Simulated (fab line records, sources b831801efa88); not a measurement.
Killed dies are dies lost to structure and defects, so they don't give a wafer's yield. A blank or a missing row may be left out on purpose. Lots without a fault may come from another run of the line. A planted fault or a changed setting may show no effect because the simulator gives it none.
A struck lot beside a sound one | flow sfq_line | 28 steps out of a route of 325
Sound: wafers L384.1, L384.3, L384.5. Struck: wafers L398.1, L398.2, L398.4. The cause comes at the end.
At each step with rows: each side's tool, then ch and its chambers, then its first start. Under that, the readings that differ: sound wafers | struck wafers | difference of the means | sigmas: that difference in standard deviations of wafers without a fault.
alike: readings whose means differ by less than 2 such deviations, and words and numbers that are the same on both sides. not compared: withheld readings, readings that some wafer has no value for, bounds like >300 that may hide the same value, and numbers for which the record gives no deviation and whose values overlap.
The two part at a step that has a row with sigmas, a row that says differs or no value, or rows on one side only. Numbers that don't overlap but have no deviation are shown without sigmas and don't part them. A reading that every wafer of one side lacks parts them only if that side has two wafers or more.

first, 6 steps without rows for these wafers: SFQ_TRILAYER_M1_LITHO_COAT_044 (resist thk 62 nm); SFQ_TRILAYER_M1_LITHO_COAT_039 (resist thk 600 nm); SFQ_TRILAYER_M1_LITHO_SOFTBAKE_043; SFQ_TRILAYER_M1_LITHO_EXPOSE_040 (exposes mask M1, target cd 500 nm); SFQ_TRILAYER_M1_LITHO_PEB_042 (peb time 60 s); SFQ_TRILAYER_M1_LITHO_DEVELOP_041 (time 60 s).
SFQ_M1_OVL_MEAS_911:
  sound on overlay-02, day 26 04:43; struck on overlay-01, day 32 21:18
  alike: M1_OVL
SFQ_TRILAYER_M1_BARC_OPEN_METAL_ETCH_054: etches BARC in O2, target depth 125 nm, time 41.7 s.
  sound on rie_metal-04 ch 0,1, day 26 04:45; struck on rie_metal-04 ch 0,1, day 32 21:20
  alike: drypump_motor_current_A, oes_product_au, rf_fwd_power_W
  not compared: rf_hours_counter_h
SFQ_TRILAYER_M1_ETCH_METAL_ETCH_042: etches Nb in Cl2/Ar, stops on SiO2, target depth 240 nm, time 120 s.
  sound on rie_metal-04 ch 0,1, day 26 04:49; struck on rie_metal-04 ch 0,1, day 32 21:24
  alike: drypump_motor_current_A, oes_product_au, rf_fwd_power_W
  not compared: rf_hours_counter_h
SFQ_TRILAYER_M1_STRIP_STRIP_043: strips in O2.
  sound on rie_metal-04 ch 0,1, day 26 04:56; struck on rie_metal-04 ch 0,1, day 32 21:32
  alike: drypump_motor_current_A, oes_product_au
  not compared: rf_hours_counter_h
then, 2 steps without rows for these wafers: SFQ_TRILAYER_M1_STRIP_SOLV_CLEAN_044 (cleans in NMP, time 600 s); SFQ_TRILAYER_I1_DEP_PECVD_045 (deposits SiO2 from SiH4/N2O, time 111.11 s, target thk 500 nm).
SFQ_TRILAYER_I1_CMP_CMP_046: polishes SiO2.
  sound on cmp-02 ch 2,3, day 26 05:47; struck on cmp-02 ch 0,1,3, day 32 23:36
  reading                                             | sound             | struck          | difference | sigmas
  model.SiO2_of_TRILAYER_I1_DEP_PECVD_045.thk_nm (nm) | 201.7 200.9 202.2 | 183.8 185.8 186 | -16.4      |
  alike: head_pressure_psi, motor_current_A, time_to_endpoint_s
SFQ_I1_BOW_MEAS_912:
  sound on film_metro-03, day 26 08:47; struck on film_metro-04, day 33 03:55
  reading     | sound  | struck | difference                    | sigmas
  I1_BOW (um) | 4 13 4 | - - -  | no value on the struck wafers |
SFQ_TRILAYER_I1_METRO_MEASURE_047:
  sound on film_metro-03, day 26 08:55; struck on film_metro-04, day 33 07:49
  reading     | sound             | struck            | difference | sigmas
  thk_nm (nm) | 202.0 200.8 202.3 | 183.6 185.7 185.9 | -16.6      | -14
then, 6 steps without rows for these wafers: SFQ_TRILAYER_I1_VIA_LITHO_COAT_054 (resist thk 62 nm); SFQ_TRILAYER_I1_VIA_LITHO_COAT_049 (resist thk 650 nm); SFQ_TRILAYER_I1_VIA_LITHO_SOFTBAKE_053; SFQ_TRILAYER_I1_VIA_LITHO_EXPOSE_050 (exposes mask I1, target cd 500 nm); SFQ_TRILAYER_I1_VIA_LITHO_PEB_052 (peb time 60 s); SFQ_TRILAYER_I1_VIA_LITHO_DEVELOP_051 (time 60 s).
-- the record jumps here: 6 days lie between the struck wafers' starts before and after --
SFQ_I1_OVL_MEAS_913:
  sound on overlay-02, day 33 08:22; struck on overlay-02, day 39 09:13
  alike: I1_OVL
SFQ_TRILAYER_I1_VIA_BARC_OPEN_VIA_ETCH_071: etches BARC in O2, target depth 125 nm, time 41.7 s.
  sound on rie_diel-03 ch 0,1,2, day 33 08:24; struck on rie_diel-04 ch 1,2,3, day 39 09:15
  reading               | sound             | struck            | difference | sigmas
  oes_product_au (a.u.) | 0.680 0.681 0.679 | 0.690 0.691 0.687 | +0.009     | +2
  alike: drypump_motor_current_A, rf_fwd_power_W
  not compared: rf_hours_counter_h
SFQ_TRILAYER_I1_VIA_ETCH_VIA_ETCH_052: etches SiO2 in CHF3, stops on Nb, target depth 260 nm.
  sound on rie_diel-03 ch 0,1,2, day 33 08:26; struck on rie_diel-04 ch 1,2,3, day 39 09:17
  reading                        | sound             | struck            | difference | sigmas
  oes_product_au (a.u.)          | 0.852 0.854 0.861 | 0.822 0.823 0.820 | -0.034     | -6
  model.I1.feature_depth_nm (nm) | 201.7 200.9 202.2 | 183.8 185.8 186   | -16.4      |
  model.etch.depth_nm (nm)       | 201.7 200.9 202.2 | 183.8 185.8 186   | -16.4      |
  alike: drypump_motor_current_A, rf_fwd_power_W
then, 2 steps without rows for these wafers: SFQ_TRILAYER_I1_VIA_STRIP_STRIP_053 (strips in O2); SFQ_TRILAYER_I1_VIA_STRIP_SOLV_CLEAN_054 (cleans in NMP, time 600 s).
SFQ_TRILAYER_M2_DEP_PRE_CLEAN_056: time 22.5 s.
  sound on pvd_sputter-03, day 33 09:20; struck on pvd_sputter-06, day 39 10:11
  reading                                             | sound             | struck            | difference | sigmas
  model.SiO2_of_TRILAYER_I1_DEP_PECVD_045.thk_nm (nm) | 194.2 193.4 194.7 | 176.3 178.3 178.5 | -16.4      |
SFQ_TRILAYER_M2_DEP_SPUTTER_055: material Nb, target thk 200 nm, time 133.3 s.
  sound on pvd_sputter-03, day 33 09:22; struck on pvd_sputter-06, day 39 10:13
  alike: throttle_valve_pct

WHERE THEY PART
First at SFQ_I1_BOW_MEAS_912; last, within this record, at SFQ_TRILAYER_I1_VIA_ETCH_VIA_ETCH_052. Later steps at which nothing parts them and some readings are alike: SFQ_TRILAYER_M2_DEP_SPUTTER_055.

WHY: what the simulator had put in
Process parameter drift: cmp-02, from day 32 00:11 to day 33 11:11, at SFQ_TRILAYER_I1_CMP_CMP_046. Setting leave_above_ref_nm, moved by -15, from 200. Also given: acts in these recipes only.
